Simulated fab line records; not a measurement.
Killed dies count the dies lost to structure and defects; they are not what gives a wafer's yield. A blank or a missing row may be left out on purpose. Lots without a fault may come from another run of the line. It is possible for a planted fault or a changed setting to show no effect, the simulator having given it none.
Which tool was responsible? / flow gf180mcu / 45 wafers from 15 lots sampled at 6 of the route's 602 steps

== WHAT EACH GAUGE READ, for each wafer ==
GF_STI_THK_MEAS_24.
lot=L751; measured=day 2 21:28; on=film-metro-04; STI_CVD_23_THK (nm)=643 648 645
lot=L750; measured=day 2 23:06; on=film-metro-04; STI_CVD_23_THK (nm)=648 647 651
lot=L753; measured=day 2 23:06; on=film-metro-02; STI_CVD_23_THK (nm)=655 652 658
lot=L754; measured=day 3 04:32; on=film-metro-01; STI_CVD_23_THK (nm)=646 650 647
lot=L756; measured=day 3 10:50; on=film-metro-04; STI_CVD_23_THK (nm)=651 656 650
lot=L757; measured=day 3 15:14; on=film-metro-04; STI_CVD_23_THK (nm)=651 650 655
lot=L759; measured=day 4 00:47; on=film-metro-04; STI_CVD_23_THK (nm)=648 647 642
lot=L762; measured=day 4 16:10; on=film-metro-02; STI_CVD_23_THK (nm)=646 649 656
lot=L763; measured=day 4 21:01; on=film-metro-01; STI_CVD_23_THK (nm)=641 646 645
lot=L764; measured=day 5 02:37; on=film-metro-02; STI_CVD_23_THK (nm)=649 644 652
lot=L765; measured=day 5 08:44; on=film-metro-02; STI_CVD_23_THK (nm)=636 649 642
lot=L766; measured=day 5 12:28; on=film-metro-02; STI_CVD_23_THK (nm)=643 639 646
lot=L770; measured=day 6 11:06; on=film-metro-04; STI_CVD_23_THK (nm)=651 645 656
lot=L771; measured=day 6 15:04; on=film-metro-04; STI_CVD_23_THK (nm)=648 639 642
lot=L772; measured=day 6 19:16; on=film-metro-02; STI_CVD_23_THK (nm)=639 639 649

GF_MVSD_OVL_MEAS_07.
lot=L751; measured=day 5 05:02; on=overlay-02; MVSD_OVL (nm)=1.6 1.1 0.1
lot=L750; measured=day 5 06:08; on=overlay-01; MVSD_OVL (nm)=-1.5 -2.4 -1.2
lot=L753; measured=day 5 05:26; on=overlay-01; MVSD_OVL (nm)=-3.2 -1.0 -0.9
lot=L754; measured=day 5 11:47; on=overlay-02; MVSD_OVL (nm)=0.8 0.4 0.4
lot=L756; measured=day 5 16:15; on=overlay-02; MVSD_OVL (nm)=-1.5 0.5 -1.1
lot=L757; measured=day 5 20:38; on=overlay-01; MVSD_OVL (nm)=0.1 -0.9 -0.9
lot=L759; measured=day 6 08:29; on=overlay-01; MVSD_OVL (nm)=-1.4 -2.4 -2.3
lot=L762; measured=day 7 00:25; on=overlay-02; MVSD_OVL (nm)=-1.5 -1.4 -0.8
lot=L763; measured=day 7 05:38; on=overlay-02; MVSD_OVL (nm)=1.0 0.9 0.6
lot=L764; measured=day 7 11:06; on=overlay-02; MVSD_OVL (nm)=0.0 1.6 -0.5
lot=L765; measured=day 7 18:38; on=overlay-01; MVSD_OVL (nm)=-3.2 -0.5 -2.6
lot=L766; measured=day 7 23:11; on=overlay-02; MVSD_OVL (nm)=-0.8 -0.4 -2.2
lot=L770; measured=day 9 02:05; on=overlay-01; MVSD_OVL (nm)=-0.5 1.7 -1.5
lot=L771; measured=day 9 04:27; on=overlay-01; MVSD_OVL (nm)=-1.2 -1.1 1.1
lot=L772; measured=day 9 12:15; on=overlay-02; MVSD_OVL (nm)=0.0 0.0 -0.3

GF_MVSD_TW_MEAS_11.
lot=L751; measured=day 5 05:28; on=film-metro-03; MVSD_TW=1576 1577 1579
lot=L750; measured=day 5 06:35; on=film-metro-03; MVSD_TW=1582 1582 1580
lot=L753; measured=day 5 05:53; on=film-metro-01; MVSD_TW=1590 1592 1590
lot=L754; measured=day 5 12:13; on=film-metro-03; MVSD_TW=1581 1576 1580
lot=L756; measured=day 5 16:42; on=film-metro-01; MVSD_TW=1587 1583 1592
lot=L757; measured=day 5 21:04; on=film-metro-03; MVSD_TW=1581 1577 1586
lot=L759; measured=day 6 08:55; on=film-metro-02; MVSD_TW=1560 1558 1555
lot=L762; measured=day 7 00:52; on=film-metro-02; MVSD_TW=30 30 30
lot=L763; measured=day 7 06:05; on=film-metro-03; MVSD_TW=30 30 31
lot=L764; measured=day 7 11:32; on=film-metro-02; MVSD_TW=30 30 30
lot=L765; measured=day 7 19:05; on=film-metro-03; MVSD_TW=1590 1587 1596
lot=L766; measured=day 7 23:37; on=film-metro-01; MVSD_TW=1580 1584 1578
lot=L770; measured=day 9 02:31; on=film-metro-01; MVSD_TW=1578 1578 1573
lot=L771; measured=day 9 04:53; on=film-metro-03; MVSD_TW=1589 1597 1590
lot=L772; measured=day 9 12:42; on=film-metro-03; MVSD_TW=1594 1597 1589

GF_VT_IMPLANT_OVL_MEAS_07.
lot=L751; measured=day 6 07:29; on=overlay-02; VT_IMPLANT_OVL (nm)=-1.7 -0.3 -0.7
lot=L750; measured=day 6 09:17; on=overlay-01; VT_IMPLANT_OVL (nm)=-0.9 1.7 -0.7
lot=L753; measured=day 6 08:23; on=overlay-02; VT_IMPLANT_OVL (nm)=1.7 0.4 0.6
lot=L754; measured=day 6 14:35; on=overlay-01; VT_IMPLANT_OVL (nm)=0.9 -0.5 -0.4
lot=L756; measured=day 6 19:18; on=overlay-02; VT_IMPLANT_OVL (nm)=-4.0 -0.6 -2.1
lot=L757; measured=day 7 00:53; on=overlay-01; VT_IMPLANT_OVL (nm)=-0.3 -0.1 -1.4
lot=L759; measured=day 7 13:38; on=overlay-01; VT_IMPLANT_OVL (nm)=-0.3 0.3 -0.3
lot=L762; measured=day 8 07:07; on=overlay-01; VT_IMPLANT_OVL (nm)=0.4 0.6 -0.6
lot=L763; measured=day 8 11:41; on=overlay-02; VT_IMPLANT_OVL (nm)=1.5 1.3 -1.0
lot=L764; measured=day 8 17:39; on=overlay-01; VT_IMPLANT_OVL (nm)=1.5 -2.1 0.6
lot=L765; measured=day 9 01:56; on=overlay-01; VT_IMPLANT_OVL (nm)=1.0 1.7 0.3
lot=L766; measured=day 9 04:44; on=overlay-01; VT_IMPLANT_OVL (nm)=1.0 0.4 0.5
lot=L770; measured=day 10 10:38; on=overlay-02; VT_IMPLANT_OVL (nm)=1.7 -1.8 0.4
lot=L771; measured=day 10 13:48; on=overlay-02; VT_IMPLANT_OVL (nm)=-0.7 0.4 -0.1
lot=L772; measured=day 10 21:42; on=overlay-01; VT_IMPLANT_OVL (nm)=1.5 3.7 1.8

== TOOL THAT RAN EACH LOT (tool first, then ch and the chambers of the sampled wafers, then the start) ==
lot=L751; GF_LVPWELL_STRIP_10=plasma-asher-02 ch 0,1, day 4 16:10; GF_MVSD_STRIP_10=plasma-asher-04 ch 0, day 5 05:22
lot=L750; GF_LVPWELL_STRIP_10=plasma-asher-03 ch 0,1, day 4 17:13; GF_MVSD_STRIP_10=plasma-asher-01 ch 0,1, day 5 06:29
lot=L753; GF_LVPWELL_STRIP_10=plasma-asher-01 ch 0,1, day 4 16:35; GF_MVSD_STRIP_10=plasma-asher-04 ch 0,1, day 5 05:47
lot=L754; GF_LVPWELL_STRIP_10=plasma-asher-03 ch 0,1, day 4 22:43; GF_MVSD_STRIP_10=plasma-asher-03 ch 0,1, day 5 12:07
lot=L756; GF_LVPWELL_STRIP_10=plasma-asher-03 ch 0,1, day 5 03:40; GF_MVSD_STRIP_10=plasma-asher-04 ch 0,1, day 5 16:37
lot=L757; GF_LVPWELL_STRIP_10=plasma-asher-02 ch 0,1, day 5 08:05; GF_MVSD_STRIP_10=plasma-asher-01 ch 0,1, day 5 20:58
lot=L759; GF_LVPWELL_STRIP_10=plasma-asher-03 ch 0,1, day 5 19:40; GF_MVSD_STRIP_10=plasma-asher-01 ch 1, day 6 08:49
lot=L762; GF_LVPWELL_STRIP_10=plasma-asher-02 ch 0,1, day 6 10:43; GF_MVSD_STRIP_10=plasma-asher-01 ch 0,1, day 7 00:46
lot=L763; GF_LVPWELL_STRIP_10=plasma-asher-01 ch 1, day 6 15:35; GF_MVSD_STRIP_10=plasma-asher-04 ch 0,1, day 7 05:59
lot=L764; GF_LVPWELL_STRIP_10=plasma-asher-01 ch 0,1, day 6 20:40; GF_MVSD_STRIP_10=plasma-asher-04 ch 0,1, day 7 11:28
lot=L765; GF_LVPWELL_STRIP_10=plasma-asher-01 ch 0,1, day 7 04:08; GF_MVSD_STRIP_10=plasma-asher-01 ch 0,1, day 7 18:58
lot=L766; GF_LVPWELL_STRIP_10=plasma-asher-01 ch 0,1, day 7 08:58; GF_MVSD_STRIP_10=plasma-asher-01 ch 0,1, day 7 23:31
lot=L770; GF_LVPWELL_STRIP_10=plasma-asher-01 ch 0,1, day 8 10:43; GF_MVSD_STRIP_10=plasma-asher-01 ch 0,1, day 9 02:25
lot=L771; GF_LVPWELL_STRIP_10=plasma-asher-01 ch 0,1, day 8 13:19; GF_MVSD_STRIP_10=plasma-asher-01 ch 0,1, day 9 04:47
lot=L772; GF_LVPWELL_STRIP_10=plasma-asher-01 ch 0,1, day 8 19:36; GF_MVSD_STRIP_10=plasma-asher-04 ch 0,1, day 9 12:37
- GF_LVPWELL_STRIP_10: strips in O2/N2.
- GF_MVSD_STRIP_10: strips in O2/N2.

== AS READ BY THE TOOLS THEMSELVES (means over the sampled wafers that have a number; for cases with no such wafer, the mark the record gives instead) ==
GF_LVPWELL_STRIP_10.
lot=L751; tool=plasma-asher-02; chamber-pressure-mTorr (mTorr)=1499.9; drypump-motor-current-A (A)=6.1; heater-power-w (W)=390; oes-product-au (a.u.)=0.725; strip-time-to-endpoint-s (s)=37.10
lot=L750; tool=plasma-asher-03; chamber-pressure-mTorr (mTorr)=1500.7; drypump-motor-current-A (A)=6.1; heater-power-w (W)=341; oes-product-au (a.u.)=0.719; strip-time-to-endpoint-s (s)=36.79
lot=L753; tool=plasma-asher-01; chamber-pressure-mTorr (mTorr)=1498.1; drypump-motor-current-A (A)=5.0; heater-power-w (W)=299; oes-product-au (a.u.)=0.725; strip-time-to-endpoint-s (s)=37.02
lot=L754; tool=plasma-asher-03; chamber-pressure-mTorr (mTorr)=1500.5; drypump-motor-current-A (A)=6.1; heater-power-w (W)=344; oes-product-au (a.u.)=0.721; strip-time-to-endpoint-s (s)=37.08
lot=L756; tool=plasma-asher-03; chamber-pressure-mTorr (mTorr)=1498.2; drypump-motor-current-A (A)=6.1; heater-power-w (W)=345; oes-product-au (a.u.)=0.721; strip-time-to-endpoint-s (s)=37.01
lot=L757; tool=plasma-asher-02; chamber-pressure-mTorr (mTorr)=1499.9; drypump-motor-current-A (A)=6.1; heater-power-w (W)=352; oes-product-au (a.u.)=0.724; strip-time-to-endpoint-s (s)=36.88
lot=L759; tool=plasma-asher-03; chamber-pressure-mTorr (mTorr)=1499.5; drypump-motor-current-A (A)=6.1; heater-power-w (W)=340; oes-product-au (a.u.)=0.725; strip-time-to-endpoint-s (s)=36.91
lot=L762; tool=plasma-asher-02; chamber-pressure-mTorr (mTorr)=-; drypump-motor-current-A (A)=-; heater-power-w (W)=-; oes-product-au (a.u.)=-; strip-time-to-endpoint-s (s)=-
lot=L763; tool=plasma-asher-01; chamber-pressure-mTorr (mTorr)=-; drypump-motor-current-A (A)=-; heater-power-w (W)=-; oes-product-au (a.u.)=-; strip-time-to-endpoint-s (s)=-
lot=L764; tool=plasma-asher-01; chamber-pressure-mTorr (mTorr)=-; drypump-motor-current-A (A)=-; heater-power-w (W)=-; oes-product-au (a.u.)=-; strip-time-to-endpoint-s (s)=-
lot=L765; tool=plasma-asher-01; chamber-pressure-mTorr (mTorr)=1499.0; drypump-motor-current-A (A)=5.1; heater-power-w (W)=310; oes-product-au (a.u.)=0.720; strip-time-to-endpoint-s (s)=36.97
lot=L766; tool=plasma-asher-01; chamber-pressure-mTorr (mTorr)=1499.8; drypump-motor-current-A (A)=5.1; heater-power-w (W)=304; oes-product-au (a.u.)=0.726; strip-time-to-endpoint-s (s)=36.93
lot=L770; tool=plasma-asher-01; chamber-pressure-mTorr (mTorr)=1499.9; drypump-motor-current-A (A)=5.1; heater-power-w (W)=304; oes-product-au (a.u.)=0.719; strip-time-to-endpoint-s (s)=37.00
lot=L771; tool=plasma-asher-01; chamber-pressure-mTorr (mTorr)=1498.1; drypump-motor-current-A (A)=5.0; heater-power-w (W)=298; oes-product-au (a.u.)=0.723; strip-time-to-endpoint-s (s)=37.01
lot=L772; tool=plasma-asher-01; chamber-pressure-mTorr (mTorr)=1499.4; drypump-motor-current-A (A)=5.0; heater-power-w (W)=295; oes-product-au (a.u.)=0.720; strip-time-to-endpoint-s (s)=36.87

GF_MVSD_STRIP_10.
lot=L751; tool=plasma-asher-04; chamber-pressure-mTorr (mTorr)=1499.5; drypump-motor-current-A (A)=6.0; heater-power-w (W)=324; oes-product-au (a.u.)=0.721; strip-time-to-endpoint-s (s)=36.81
lot=L750; tool=plasma-asher-01; chamber-pressure-mTorr (mTorr)=1500.9; drypump-motor-current-A (A)=5.1; heater-power-w (W)=303; oes-product-au (a.u.)=0.724; strip-time-to-endpoint-s (s)=37.04
lot=L753; tool=plasma-asher-04; chamber-pressure-mTorr (mTorr)=1499.6; drypump-motor-current-A (A)=6.0; heater-power-w (W)=330; oes-product-au (a.u.)=0.727; strip-time-to-endpoint-s (s)=36.82
lot=L754; tool=plasma-asher-03; chamber-pressure-mTorr (mTorr)=1499.4; drypump-motor-current-A (A)=6.1; heater-power-w (W)=341; oes-product-au (a.u.)=0.722; strip-time-to-endpoint-s (s)=36.94
lot=L756; tool=plasma-asher-04; chamber-pressure-mTorr (mTorr)=1498.1; drypump-motor-current-A (A)=5.9; heater-power-w (W)=332; oes-product-au (a.u.)=0.724; strip-time-to-endpoint-s (s)=36.98
lot=L757; tool=plasma-asher-01; chamber-pressure-mTorr (mTorr)=1501.2; drypump-motor-current-A (A)=5.1; heater-power-w (W)=298; oes-product-au (a.u.)=0.723; strip-time-to-endpoint-s (s)=36.93
lot=L759; tool=plasma-asher-01; chamber-pressure-mTorr (mTorr)=1499.9; drypump-motor-current-A (A)=5.0; heater-power-w (W)=290; oes-product-au (a.u.)=0.723; strip-time-to-endpoint-s (s)=36.88
lot=L762; tool=plasma-asher-01; chamber-pressure-mTorr (mTorr)=1499.3; drypump-motor-current-A (A)=5.1; heater-power-w (W)=307; oes-product-au (a.u.)=0.741; strip-time-to-endpoint-s (s)=81.26
lot=L763; tool=plasma-asher-04; chamber-pressure-mTorr (mTorr)=1499.5; drypump-motor-current-A (A)=5.9; heater-power-w (W)=331; oes-product-au (a.u.)=0.740; strip-time-to-endpoint-s (s)=81.14
lot=L764; tool=plasma-asher-04; chamber-pressure-mTorr (mTorr)=1499.5; drypump-motor-current-A (A)=6.0; heater-power-w (W)=332; oes-product-au (a.u.)=0.736; strip-time-to-endpoint-s (s)=81.23
lot=L765; tool=plasma-asher-01; chamber-pressure-mTorr (mTorr)=1501.3; drypump-motor-current-A (A)=5.1; heater-power-w (W)=306; oes-product-au (a.u.)=0.723; strip-time-to-endpoint-s (s)=37.12
lot=L766; tool=plasma-asher-01; chamber-pressure-mTorr (mTorr)=1499.4; drypump-motor-current-A (A)=5.1; heater-power-w (W)=304; oes-product-au (a.u.)=0.719; strip-time-to-endpoint-s (s)=36.82
lot=L770; tool=plasma-asher-01; chamber-pressure-mTorr (mTorr)=1499.8; drypump-motor-current-A (A)=5.1; heater-power-w (W)=299; oes-product-au (a.u.)=0.719; strip-time-to-endpoint-s (s)=37.01
lot=L771; tool=plasma-asher-01; chamber-pressure-mTorr (mTorr)=1500.9; drypump-motor-current-A (A)=5.1; heater-power-w (W)=298; oes-product-au (a.u.)=0.723; strip-time-to-endpoint-s (s)=36.94
lot=L772; tool=plasma-asher-04; chamber-pressure-mTorr (mTorr)=1501.3; drypump-motor-current-A (A)=6.0; heater-power-w (W)=330; oes-product-au (a.u.)=0.725; strip-time-to-endpoint-s (s)=36.94

== THE ANSWER, worked out from the rows above alone ==
Rule: what is usual is taken from the lots themselves. Put in order of their means at a reading, lots are off if they are a third of the lots or fewer, leave a main group of 4 or more, and stand apart from it by a gap of 3 or more times the standard deviation of the main group's means; of several such gaps the widest counts. If all means in a main group match to the digits the tables above print for the reading, that group is not used. A lot without any number at a reading at which 4 lots or more have one is off too. All remaining lots with rows at the step are treated as sound. First the gauges in route order, then the tools' own readings, where a lot's mean is used as printed above. At the first step where some lot is off, the reading lying furthest off is the one used; lots without a number count as furthest.
Off: L762, L763, L764, at GF_MVSD_TW_MEAS_11 (MVSD_TW). The main group: mean 1582, standard deviation 9.4.
If a tool, at a process step before that reading, ran all the lots that are off and no sound lot after the first of them, it fits. The gauges at GF_MVSD_TW_MEAS_11 aren't tried: what is off there is off at GF_LVPWELL_STRIP_10 too, on other tools, and a gauge's error can't cause that. Not one of the candidates tried fits.

== WHAT THE SIMULATOR HAD PUT IN ==
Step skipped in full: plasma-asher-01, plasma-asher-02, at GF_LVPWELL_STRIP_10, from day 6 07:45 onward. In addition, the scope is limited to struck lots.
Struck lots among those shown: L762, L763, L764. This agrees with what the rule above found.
